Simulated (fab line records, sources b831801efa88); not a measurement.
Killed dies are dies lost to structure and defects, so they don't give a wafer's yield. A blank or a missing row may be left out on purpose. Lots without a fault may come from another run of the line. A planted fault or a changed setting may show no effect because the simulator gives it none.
Problem report in the 8D (eight disciplines) form, filled by code | flow gf180mcu | the parts of the form that need people (team, actions taken, sign-off) are left out

1. THE PROBLEM
V1_CVD_02_THK at GF_V1_THK_MEAS_03 reads a mean of 1356 nm on 6 wafers of 3 lots; wafers without a fault read 848 nm with a standard deviation of 13. That is +39 standard deviations from the usual mean.
First seen on wafer L311.3, day 20 04:23, on film_metro-04. The record holds 18 wafers of 7 lots with a number at this step. Rule for "out", or "out of limits": more than 4 standard deviations from the usual mean. The other wafers with a number count as sound.

2. WHAT IT IS AND WHAT IT IS NOT
question                    | is                           | is not
which readings at this step | V1_CVD_02_THK                | -
which lots                  | L311, L314, L315             | L303, L307, L317, L324
which wafers of those lots  | all that have a number       | -
read on which gauges        | film_metro-01, film_metro-04 | film_metro-03
when                        | from day 20 04:23            | up to then (6 sound wafers); but 6 sound wafers of L317, L324 came after

3. SUSPECTS, AND WHAT RULES EACH OUT
Counting: a tool at a process step up to the reading stays a suspect if it ran every lot that is out and no sound lot after the first of them.
- the gauge at GF_V1_THK_MEAS_03: ruled out. The wafers that are out were read on 2 gauges (film_metro-01, film_metro-04).
- pecvd-03 at GF_V1_CVD_02 (deposits SiO2 from TEOS, target thk 850 nm, time 94.851 s): kept. It ran every lot that is out, first L311 (day 20 04:17), and no sound lot after that; its last sound lot up to then is L303 (day 17 03:56). Its own readings are out on those wafers: run_length_s.
Left after counting: pecvd-03 at GF_V1_CVD_02.

4. THE CAUSE (what the simulator had put in)
Process parameter drift: pecvd-03, from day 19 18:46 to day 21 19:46, at GF_V1_CVD_02. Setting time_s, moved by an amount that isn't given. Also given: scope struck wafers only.
Counting left only this tool.

5. THE CHAIN OF EFFECTS, in route order
Each row: a reading whose mean over the struck wafers that have a number lies more than 3 standard deviations from the usual. Only readings for which the record gives a usual standard deviation are gone through. hours: the time from each lot's start at the first step in this table that gives one to its start at this step, as a median over the lots. sigmas: the change in usual standard deviations.
hours | step              | reading            | usual   | on struck wafers | change | sigmas
0     | GF_V1_CVD_02      | run_length_s       | 122.7 s | 179.2            | +56.5  | +93
0     | GF_V1_THK_MEAS_03 | V1_CVD_02_THK      | 848 nm  | 1356             | +508   | +39
6     | GF_V1_CMP_04      | time_to_endpoint_s | 78 s    | 262              | +184   | +31
The process steps in it:
- GF_V1_CVD_02: deposits SiO2 from TEOS, target thk 850 nm, time 94.851 s.
- GF_V1_CMP_04: polishes SiO2.
Later measuring or inspecting steps at which every struck wafer that the step has a row for has a number for every such reading, and none has moved that far: GF_V1_BOW_MEAS_05.

6. WHAT WOULD HAVE CAUGHT IT SOONER
In this record the first reading out of limits at a measuring or inspecting step was taken at day 20 04:23, 10 hours after the fault began at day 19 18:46.
The tool's own readings at GF_V1_CVD_02 were out on every struck wafer that the step has a row for (run_length_s): an alarm limit on them would have fired on the first of those.
Of the lots that are out (3), L314, L315 began GF_V1_CVD_02 on pecvd-03 after day 20 04:23. A hold on the tool at that time would have spared those 2.
